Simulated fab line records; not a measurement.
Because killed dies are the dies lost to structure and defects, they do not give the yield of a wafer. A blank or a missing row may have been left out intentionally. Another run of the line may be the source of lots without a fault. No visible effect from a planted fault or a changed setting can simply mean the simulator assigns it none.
Struck lot and sound lot, side by side || flow sky130 || 15 out of 708 route steps
Sound: the wafers L994.3, L994.5, L994.6. Wafers struck: L100.1, L100.2, L100.6. The cause comes at the end.
Order at every step that has rows: each side's tool, ch and its chambers, its first start. Under that, the readings that differ: sound wafers || struck wafers || difference of the means || sigmas: that difference in standard deviations of wafers without a fault.
alike: a reading whose means differ by less than 2 such deviations, as well as words and numbers matching on both sides. not compared: withheld readings; readings where some wafer has no value; bounds like >300 that might hide an equal value; numbers whose values overlap and for which the record gives no deviation.
The two part at a step that has a row with sigmas, a row that says differs or no value, or rows on one side only. Numbers that have no deviation but don't overlap get no sigmas and don't part them. A reading that every wafer of one side lacks parts them only if that side has two wafers or more.

first, 3 steps without rows for these wafers: SKY_RES_PROTECT_PEB_05; SKY_RES_PROTECT_DEVELOP_06 (develop time 60 s); SKY_POLY_GATE_IMPLANT_02.
SKY_RES_PROTECT_STRIP_07: strips in O2/N2.
  sound on plasmaAsher-02 ch 0,1, day 17 00:43; struck on plasmaAsher-02 ch 0,1, day 19 03:16
  alike: drypumpMotorCurrentA, oesProductAu, stripTimeToEndpointS
  not compared: rfHoursCounterH
SKY_RES_PROTECT_TW_MEAS_08:
  sound: filmMetro-02 at day 17 00:47; struck: filmMetro-04 at day 19 03:22
  alike: POLY_GATE_TW
then, 2 steps without rows for these wafers: SKY_RES_PROTECT_CLEAN_09 (cleans in SC1/SC2, time 150 s); SKY_POLY_GATE_CVD_03 (deposits Si3N4 from DCS/NH3, target thk 75 nm, time 1290 s).
SKY_POLY_GATE_THK_MEAS_04:
  sound: filmMetro-03 at day 17 02:29; struck: filmMetro-04 at day 19 12:11
  alike: POLY_GATE_CVD_03_THK
then, 4 steps without rows for these wafers: SKY_POLY_GATE_DEHYDRATE_05 (time 60 s); SKY_POLY_GATE_HMDS_06 (prime time 60 s); SKY_POLY_GATE_COAT_07 (resist thk 110 nm); SKY_POLY_GATE_COAT_08 (resist thk 450 nm).
SKY_POLY_GATE_SOFTBAKE_09: time 90 s.
  sound on lithoTrack-04 ch 0, day 17 17:00; struck on lithoTrack-01 ch 0, day 20 02:00
{"reading": "heaterPowerTotalW (W)", "sound": "57.30 57.26 57.18", "struck": "62.04 61.75 62.13", "difference": "+4.73", "sigmas": "+43"}
{"reading": "runLengthS (s)", "sound": "119.27 119.22 119.15", "struck": "100.43 100.45 100.58", "difference": -18.73, "sigmas": -99}
then, 1 step without rows for these wafers: SKY_POLY_GATE_EXPOSE_10 (exposes mask P1M, target cd 150 nm).
-- here the record skips 29 days between the struck wafers' starts before and after, leaving off in module POLY_GATE and picking up in module PAD_OPEN (first step shown: number 708 of the route) --
SKY_PAD_OPEN_PROBE_99:
  sound: prober-01 at day 47 04:22; struck: prober-02 at day 48 15:48
  alike: killed_at_M0_to_M3, killed_at_M4_up, killedAtContacts, killedAtFrontEnd, killedAtOther, killedDies, killedOpen, killedShort

== WHERE THEY PART ==
Only at SKY_POLY_GATE_SOFTBAKE_09, within this record. Later steps at which nothing parts them and some readings are alike: SKY_PAD_OPEN_PROBE_99.

WHY: whatever the simulator had introduced
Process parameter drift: lithoTrack-01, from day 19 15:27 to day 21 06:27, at SKY_POLY_GATE_SOFTBAKE_09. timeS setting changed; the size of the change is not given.
